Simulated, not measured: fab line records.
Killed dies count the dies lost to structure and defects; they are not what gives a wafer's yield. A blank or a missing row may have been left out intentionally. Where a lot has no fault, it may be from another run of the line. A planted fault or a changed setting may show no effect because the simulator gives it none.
Chamber matching :: flow gf180mcu :: GF_M5_ETCH_09 on rieDiel-04 has 4 sister chambers
The step etches Si3N4 in CF4/O2, target depth 52 nm, time 11.6 s. 4 wafers are shown with their chamber, then 7 later ones without.

== EACH WAFER AND ITS CHAMBER ==
wafer: L225.4
chamber: 3
oesProductAu (a.u.): 1.006

wafer: L231.1
chamber: 0
oesProductAu (a.u.): 1.006

wafer: L231.3
chamber: 1
oesProductAu (a.u.): 0.988

wafer: L233.5
chamber: 2
oesProductAu (a.u.): 1.008

== WAFERS WITH NO CHAMBER GIVEN ==
wafer: L233.6
oesProductAu (a.u.): 0.990

wafer: L241.3
oesProductAu (a.u.): 0.994

wafer: L241.4
oesProductAu (a.u.): 1.012

wafer: L241.5
oesProductAu (a.u.): 1.014

wafer: L243.1
oesProductAu (a.u.): 1.005

wafer: L243.4
oesProductAu (a.u.): 0.994

wafer: L243.6
oesProductAu (a.u.): 0.982

== CHAMBER TAKEN BY EACH ==
wafer: L233.6
from the rows above: 1
in truth: 1

wafer: L241.3
from the rows above: can't be placed: 1 or 0 or 3 or 2
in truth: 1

wafer: L241.4
from the rows above: can't be placed: 2 or 0 or 3
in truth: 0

wafer: L241.5
from the rows above: can't be placed: 2 or 0 or 3
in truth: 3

wafer: L243.1
from the rows above: can't be placed: 0 or 3 or 2
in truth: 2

wafer: L243.4
from the rows above: can't be placed: 1 or 0 or 3 or 2
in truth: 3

wafer: L243.6
from the rows above: 1
in truth: 1
Correctly placed: 2 of 7. From these rows, 5 cannot be placed; in 5 the true chamber is one of the candidates. Placed wrongly: 0.
How it was worked out, from the rows above alone: a wafer's distance from a chamber is the root of the sum, over the readings, of the square of ((its reading less the chamber's mean) divided by the reading's scatter). If the next closest chamber is less than 2 further off than the closest, the wafer can't be placed; otherwise it belongs to the closest. Each chamber's mean is taken over the wafers shown for it. The scatter (one wafer shown for each chamber): square how far every hidden wafer sits from the nearest shown wafer, average those squares and take the square root.
